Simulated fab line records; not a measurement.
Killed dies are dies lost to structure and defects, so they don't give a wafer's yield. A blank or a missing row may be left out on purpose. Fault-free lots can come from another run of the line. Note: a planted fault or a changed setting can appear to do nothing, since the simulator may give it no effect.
Problem report in the 8D (eight disciplines) form, filled by code | flow gf180mcu | the parts of the form that need people (team, actions taken, sign-off) are left out

== 1. THE PROBLEM ==
Wafers free of any fault read 0.2 nm (standard deviation 1.4) for HV_LDD_02_OVL at GF_HV_LDD_OVL_MEAS_32, against a mean of 165.8 nm on 6 wafers of 2 lots. That is +99 or more standard deviations from the usual mean.
Seen first at day 15 16:03 on overlay-02, wafer L645.1. At this step, 36 wafers from 12 lots have a number in the record. Rule for "out", or "out of limits": more than 4 standard deviations from the usual mean. The rest of the wafers with a number are treated as sound.

== 2. WHAT IT IS; WHAT IT IS NOT ==
question                    | is                     | is not
which readings at this step | HV_LDD_02_OVL          | -
which lots                  | L645, L646             | L634, L636, L638, L640, L643, L644, L651, L652, L654, L655
which wafers of those lots  | all that have a number | -
read on which gauges        | overlay-01, overlay-02 | -
when                        | from day 15 16:03      | up to then (18 sound wafers); but 12 sound wafers of L651, L652, L654, L655 came after

== 3. SUSPECTS, AND WHAT RULES EACH OUT ==
Counting: any tool at a process step up to the reading is kept as a suspect provided that every lot that is out went through it and no sound lot did after the first of them.
- ruled out: the gauge at GF_HV_LDD_OVL_MEAS_32. Those wafers that are out were read across 2 gauges (overlay-01, overlay-02).
- iline-stepper-02 at GF_HV_LDD_EXPOSE_28 (exposes mask Nplus HV AREA, target cd 400 nm): kept. Every lot that is out went through it, starting with L645 (day 15 05:05), and after that it ran no sound lot; the last sound lot it ran before then is L643 (day 14 17:20).
After counting, what remains is iline-stepper-02 at GF_HV_LDD_EXPOSE_28.

== 4. THE CAUSE (what the simulator had put in) ==
Scanner matching overlay: iline-stepper-02, from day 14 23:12 on, at GF_HV_LDD_EXPOSE_28. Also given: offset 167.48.
Only this tool survived the counting.

== 5. THE EFFECT CHAIN, in route order ==
One row per reading whose mean, taken over the struck wafers that have a number, lies over 3 standard deviations from the usual. Only readings whose record carries a usual standard deviation are examined. hours: median over the lots of the time between each lot's start at the first step of this table that gives one and its start at this step. sigmas: the change, counted in usual standard deviations.
hours | step                  | reading       | usual  | on struck wafers | change | sigmas
0     | GF_HV_LDD_OVL_MEAS_32 | HV_LDD_02_OVL | 0.2 nm | 165.8            | +165.6 | +99 or more
At these later measuring or inspecting steps, every struck wafer for which the step has a row has a number for every such reading, and none has moved that far: GF_HV_LDD_THK_MEAS_57.

== 6. WHAT WOULD HAVE CAUGHT IT SOONER ==
17 hours passed between the start of the fault at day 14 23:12 and the first reading out of limits at a measuring or inspecting step in this record, taken at day 15 16:03.
An alarm limit of 4 standard deviations would not have fired on the tool readings at GF_HV_LDD_EXPOSE_28 for which the record gives a usual standard deviation, since none of them was out on any struck wafer.
Lots out: 2; of these, L646 started GF_HV_LDD_EXPOSE_28 on iline-stepper-02 after day 15 16:03. Holding the tool at that time would have saved it.
